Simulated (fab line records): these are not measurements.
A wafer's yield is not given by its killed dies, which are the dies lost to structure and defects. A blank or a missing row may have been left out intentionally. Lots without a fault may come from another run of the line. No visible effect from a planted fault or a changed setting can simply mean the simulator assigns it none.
A single fault, viewed from 2 desks + flow gf180mcu + numbers are kept per desk, each desk with only its own; the story behind them comes last

== THE METROLOGY DESK ==
Means of the sampled wafers that have a number, per lot and without regard to the tool the lot ran on: this is what the gauges read. If a lot's mean is further than 4 standard deviations from the usual mean, the lot is out of limits and carries the mark OUT (the distance appears in the brackets).
Columns: A = HV_LDD_03_OVL at GF_HV_LDD_OVL_MEAS_47, usual 0.9 nm; B = HV_LDD_4_TW at GF_HV_LDD_TW_MEAS_50, usual 573; C = NSD_RS at GF_PSD_RS_MEAS_14, usual 46.11 ohm/sq; D = PSD_RS at GF_PSD_RS_MEAS_15, usual 108.57 ohm/sq
| lot  | first seen here | A    | B   | C               | D               |
|------|-----------------|------|-----|-----------------|-----------------|
| L450 | day 12 11:10    | 2.1  | 582 | 46.22           | 109.05          |
| L452 | day 12 22:58    | 2.5  | 581 | 46.07           | 108.34          |
| L455 | day 14 04:55    | -0.7 | 569 | 46.21           | 108.84          |
| L456 | day 14 09:34    | 1.7  | 578 | 46.05           | 108.01          |
| L457 | day 14 22:19    | 2.7  | 577 | 45.96           | 108.13          |
| L458 | day 15 07:16    | 0.3  | 581 | 46.11           | 108.62          |
| L466 | day 17 20:30    | 0.3  | 571 | 42.31 (-41) OUT | 98.20 (-36) OUT |
| L467 | day 18 02:42    | 0.1  | 569 | 46.08           | 108.57          |
| L468 | day 18 10:13    | 1.5  | 577 | 42.46 (-39) OUT | 97.89 (-37) OUT |
| L469 | day 18 19:21    | 1.3  | 567 | 46.07           | 108.50          |
| L470 | day 19 02:02    | 1.4  | 569 | 46.07           | 108.30          |
| L471 | day 19 13:51    | 2.0  | 571 | 46.18           | 108.48          |
| L472 | day 19 17:45    | 1.0  | 571 | 46.16           | 108.74          |
This desk's finding: out of limits on L466, L468; first on L466, day 19 23:58 (NSD_RS at GF_PSD_RS_MEAS_14). L450, L452, L455, L456, L457, L458, L467, L469, L470, L471, L472: within limits.

== AT THE TOOL OWNER'S DESK: rtp-anneal-01 ==
At GF_PSD_RTA_13 (time 20 s), the tool's own readings, given per lot that ran on this tool as the mean of the sampled wafers with a number. If a lot's mean is further than 4 standard deviations from the usual mean, the lot is out of limits and carries the mark OUT (the distance appears in the brackets).
Columns: A = lamp-power-pct at GF_PSD_RTA_13, usual 38 %; B = wafer_temp_C_max at GF_PSD_RTA_13, usual 1030.1
| lot  | first seen here | A  | B                |
|------|-----------------|----|------------------|
| L450 | day 14 08:26    | 34 | 1032.0           |
| L452 | day 14 21:05    | 34 | 1030.4           |
| L456 | day 16 08:01    | 34 | 1032.0           |
| L457 | day 16 22:07    | 34 | 1030.0           |
| L466 | day 19 23:53    | 37 | 1056.3 (+19) OUT |
| L468 | day 20 15:01    | 37 | 1056.9 (+19) OUT |
This desk's finding: out of limits on L466, L468; first on L466, day 19 23:53 (wafer_temp_C_max at GF_PSD_RTA_13). L450, L452, L456, L457: within limits.

== PUT TOGETHER ==
The tool owner's desk could have raised an alarm at day 19 23:53, on L466, L468.
On L466, L468, the metrology desk was in a position to raise an alarm at day 19 23:58.
All the named lots went through GF_PSD_RTA_13 on rtp-anneal-01.

== WHAT HAD BEEN PUT IN BY THE SIMULATOR ==
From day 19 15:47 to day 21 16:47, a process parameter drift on rtp-anneal-01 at GF_PSD_RTA_13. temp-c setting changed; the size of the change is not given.
Struck lots among those shown: L466, L468.
Fault start to first reading out of limits, in hours, per desk: tool owner, 8; metrology, 8.
